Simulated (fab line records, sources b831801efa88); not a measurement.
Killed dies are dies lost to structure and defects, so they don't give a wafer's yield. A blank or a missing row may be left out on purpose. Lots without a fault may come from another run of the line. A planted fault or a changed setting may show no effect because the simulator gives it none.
A struck lot beside a sound one | flow sky130 | 16 steps out of a route of 708
Sound: wafers L690.1, L690.3, L690.4. Struck: wafers L698.1, L698.5, L698.6. The cause comes at the end.
At each step with rows: each side's tool, then ch and its chambers, then its first start. Under that, the readings that differ: sound wafers | struck wafers | difference of the means | sigmas: that difference in standard deviations of wafers without a fault.
alike: readings whose means differ by less than 2 such deviations, and words and numbers that are the same on both sides. not compared: withheld readings, readings that some wafer has no value for, bounds like >300 that may hide the same value, and numbers for which the record gives no deviation and whose values overlap.
The two part at a step that has a row with sigmas, a row that says differs or no value, or rows on one side only. Numbers that don't overlap but have no deviation are shown without sigmas and don't part them. A reading that every wafer of one side lacks parts them only if that side has two wafers or more.

first, 2 steps without rows for these wafers: SKY_VT_ADJUST_PCH_PEB_05; SKY_VT_ADJUST_PCH_DEVELOP_06 (develop time 60 s).
SKY_VT_ADJUST_PCH_OVL_MEAS_07:
  sound on overlay-02, day 11 20:37; struck on overlay-01, day 14 03:40
  reading                | sound       | struck        | difference | sigmas
  VT_ADJUST_PCH_OVL (nm) | 2.1 1.2 3.4 | -1.1 -1.8 0.0 | -3.2       | -2
then, 1 step without rows for these wafers: SKY_VT_ADJUST_PCH_IMPLANT_08.
SKY_VT_ADJUST_PCH_STRIP_09: strips in O2/N2.
  sound on plasma_asher-02 ch 0,1, day 11 20:47; struck on plasma_asher-01 ch 0,1, day 14 03:50
  alike: drypump_motor_current_A, oes_product_au, strip_time_to_endpoint_s
  not compared: rf_hours_counter_h
SKY_VT_ADJUST_PCH_TW_MEAS_10:
  sound on film_metro-01, day 11 20:53; struck on film_metro-01, day 14 03:56
  alike: VT_ADJUST_PCH_TW
then, 6 steps without rows for these wafers: SKY_SONOS_TUNNEL_DEHYDRATE_00 (time 60 s); SKY_SONOS_TUNNEL_HMDS_01 (prime time 60 s); SKY_SONOS_TUNNEL_COAT_02 (resist thk 1140 nm); SKY_SONOS_TUNNEL_SOFTBAKE_03 (time 60 s); SKY_SONOS_TUNNEL_EXPOSE_04 (exposes mask TUNM, target cd 410 nm); SKY_SONOS_TUNNEL_PEB_05.
SKY_SONOS_TUNNEL_DEVELOP_06: develop time 60 s.
  sound on litho_track-04 ch 0, day 12 20:44; struck on litho_track-04 ch 0, day 15 06:14
  alike: developer_temp_C, exhaust_pa
SKY_SONOS_TUNNEL_CD_MEAS_07: target cd 410 nm.
  sound on cd_sem-02, day 12 20:53; struck on cd_sem-02, day 15 06:23
  alike: cd_nm
  not compared: hold
SKY_SONOS_TUNNEL_OVL_MEAS_08:
  sound on overlay-01, day 12 21:00; struck on overlay-02, day 15 06:30
  alike: SONOS_TUNNEL_OVL
  not compared: hold
-- the record jumps here: 34 days lie between the struck wafers' starts before and after (it left off in module SONOS_TUNNEL and takes up again in module PAD_OPEN, whose first step shown is number 708 of the route) --
SKY_PAD_OPEN_PROBE_99:
  the record has rows for the struck wafers here (prober-01, day 49 08:47) and none for the sound ones

WHERE THEY PART
First at SKY_VT_ADJUST_PCH_OVL_MEAS_07; last, within this record, at SKY_PAD_OPEN_PROBE_99.

WHY: what the simulator had put in
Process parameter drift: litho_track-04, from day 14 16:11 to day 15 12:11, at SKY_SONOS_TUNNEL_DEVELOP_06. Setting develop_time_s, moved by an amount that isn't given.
